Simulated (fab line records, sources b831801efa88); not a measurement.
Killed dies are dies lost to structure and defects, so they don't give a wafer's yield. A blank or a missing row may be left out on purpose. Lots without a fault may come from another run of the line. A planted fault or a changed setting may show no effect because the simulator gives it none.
Which tool did it? | flow gf180mcu | 24 lots, 72 wafers sampled, at 1 step of a route of 602

WHAT THE GAUGES READ, wafer by wafer
GF_V1_THK_MEAS_03. Usual: V1_CVD_02_THK 846 nm, standard deviation 10.
lot  | measured     | on            | V1_CVD_02_THK (nm) | flag
L074 | day 17 05:53 | film_metro-02 | 843 841 852        |
L075 | day 17 17:08 | film_metro-03 | 829 849 855        |
L076 | day 17 18:23 | film_metro-04 | 825 840 844        |
L077 | day 18 04:13 | film_metro-02 | 853 852 855        |
L078 | day 18 15:27 | film_metro-03 | 842 849 849        |
L079 | day 19 04:10 | film_metro-04 | 849 865 864        |
L080 | day 19 12:28 | film_metro-02 | 835 841 852        |
L081 | day 19 18:28 | film_metro-04 | 856 867 863        |
L082 | day 20 07:42 | film_metro-04 | 840 844 844        |
L083 | day 20 13:35 | film_metro-04 | 838 842 849        |
L084 | day 20 22:41 | film_metro-04 | 829 838 843        |
L085 | day 21 03:04 | film_metro-02 | 838 837 855        |
L086 | day 21 17:04 | film_metro-03 | 833 840 849        |
L087 | day 21 20:00 | film_metro-03 | 835 830 846        |
L088 | day 22 16:57 | film_metro-02 | 823 828 846        |
L089 | day 22 18:16 | film_metro-04 | 848 861 854        |
L090 | day 23 03:16 | film_metro-02 | 839 843 855        |
L091 | day 23 06:39 | film_metro-02 | 833 849 846        |
L092 | day 23 11:16 | film_metro-04 | 839 839 861        |
L093 | day 23 21:05 | film_metro-02 | 835 853 846        |
L094 | day 24 07:50 | film_metro-03 | 840 844 845        |
L095 | day 24 13:54 | film_metro-03 | 835 844 863        |
L096 | day 24 18:09 | film_metro-03 | 850 843 848        |
L097 | day 25 03:07 | film_metro-04 | 831 822 845        |

WHICH TOOL RAN EACH LOT (tool, then ch and the chambers of the sampled wafers, then the start)
The record holds no process step before these readings.

WHAT THE TOOLS THEMSELVES READ (means of the sampled wafers that have a number; where no wafer has one, the mark that the record gives instead)
The record holds no such reading with a usual standard deviation.

THE ANSWER, worked out from the rows above alone
Rule: a lot is off if the mean of its wafers that have a number lies more than 3 standard deviations from the usual mean. A lot without any number at a reading at which 4 lots or more have one is off too. The other lots that the step has rows for count as sound. The gauges are gone through in route order, then the tools' own readings, and for those a lot's mean is taken as printed above. The first step at which some lot is off is used, and at that step the reading that is off furthest; a lot without a number counts as furthest.
No lot is off at any reading shown: from this, nothing can be told.

WHAT THE SIMULATOR HAD PUT IN
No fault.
